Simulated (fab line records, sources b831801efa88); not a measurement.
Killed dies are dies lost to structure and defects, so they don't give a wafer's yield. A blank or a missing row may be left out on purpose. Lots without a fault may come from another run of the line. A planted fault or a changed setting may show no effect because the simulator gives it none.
Tool commonality check | flow sky130 | 12 lots, 36 wafers sampled

WHY IT WAS OPENED
At SKY_CAPM_RS_MEAS_03 the reading CAPM_TIN_RS is flagged on 3 of 12 lots. Wafers without a fault read 6.92 ohm/sq, standard deviation 0.07.
Rule: a lot is flagged when every wafer of it that has a number lies more than 4 standard deviations from that mean, or none has a number. The other lots count as sound.

lot  | measured     | on            | CAPM_TIN_RS (ohm/sq), wafer by wafer | flag
L727 | day 37 02:36 | film_metro-04 | 6.94 6.81 6.90                       |
L729 | day 37 15:56 | film_metro-04 | 6.78 6.87 6.84                       |
L730 | day 38 04:41 | film_metro-04 | 6.94 6.86 6.87                       |
L731 | day 38 08:05 | film_metro-04 | 7.06 7.00 6.99                       |
L735 | day 39 11:45 | film_metro-04 | 6.88 6.92 6.92                       |
L736 | day 39 23:30 | film_metro-04 | 6.81 6.86 6.86                       |
L742 | day 41 08:09 | film_metro-04 | 6.85 6.82 6.83                       |
L743 | day 41 13:26 | film_metro-01 | 7.82 7.68 7.79                       | FLAGGED
L744 | day 42 01:59 | film_metro-03 | 7.76 8.02 7.88                       | FLAGGED
L745 | day 42 02:49 | film_metro-01 | 7.90 7.87 7.82                       | FLAGGED
L746 | day 42 16:38 | film_metro-01 | 6.84 6.99 6.96                       |
L748 | day 43 02:20 | film_metro-01 | 6.93 6.80 6.85                       |
The numbers of the flagged lots are 7.84 ohm/sq on average: +0.92 ohm/sq against the usual, or +13 standard deviations.

WHICH TOOL RAN EACH LOT
The record holds 1 process step before the reading, out of a route of 708 steps. In each cell: the tool, then ch and the chambers that the sampled wafers went through, then the start.
lot  | flag    | SKY_CAPM_SPUTTER_02
L727 |         | pvd_sputter-04, day 37 02:29
L729 |         | pvd_sputter-01, day 37 15:47
L730 |         | pvd_sputter-04, day 38 04:34
L731 |         | pvd_sputter-02, day 38 07:58
L735 |         | pvd_sputter-02, day 39 11:37
L736 |         | pvd_sputter-04, day 39 23:23
L742 |         | pvd_sputter-04, day 41 08:02
L743 | FLAGGED | pvd_sputter-04, day 41 13:17
L744 | FLAGGED | pvd_sputter-04, day 42 01:50
L745 | FLAGGED | pvd_sputter-04, day 42 02:42
L746 |         | pvd_sputter-02, day 42 16:32
L748 |         | pvd_sputter-02, day 43 02:12
What these steps do:
- SKY_CAPM_SPUTTER_02: material TiN, target thk 200 nm, time 166.7 s.
- SKY_CAPM_RS_MEAS_03: measures by four-point-probe.

FLAGGED OVER TOTAL, TOOL BY TOOL (the gauges that took the reading come last)
step                | tool           | lots run | flagged | share of the flagged lots | sound lots run after its first flagged lot
SKY_CAPM_SPUTTER_02 | pvd_sputter-01 | 1        | 0       | none                      | -
SKY_CAPM_SPUTTER_02 | pvd_sputter-02 | 4        | 0       | none                      | -
SKY_CAPM_SPUTTER_02 | pvd_sputter-04 | 7        | 3       | all                       | 0
SKY_CAPM_RS_MEAS_03 | film_metro-01  | 4        | 2       | some                      | 2 (L746,L748)
SKY_CAPM_RS_MEAS_03 | film_metro-03  | 1        | 1       | some                      | 0
SKY_CAPM_RS_MEAS_03 | film_metro-04  | 7        | 0       | none                      | -

WHAT THE TABLE ALLOWS
1 row of the table ran every flagged lot: pvd_sputter-04 at SKY_CAPM_SPUTTER_02.
- pvd_sputter-04 at SKY_CAPM_SPUTTER_02: 3 of its 7 lots flagged. Its last sound lot is L742 (day 41 08:02), its first flagged lot L743 (day 41 13:17): a fault that began between those two fits.
One tool is left: pvd_sputter-04 at SKY_CAPM_SPUTTER_02.

WHAT THE SIMULATOR HAD PUT IN
Process parameter drift: pvd_sputter-04, from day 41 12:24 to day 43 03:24, at SKY_CAPM_SPUTTER_02. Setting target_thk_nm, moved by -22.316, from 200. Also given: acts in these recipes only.
Lots struck among those shown: L743, L744, L745. The rule above found the same.
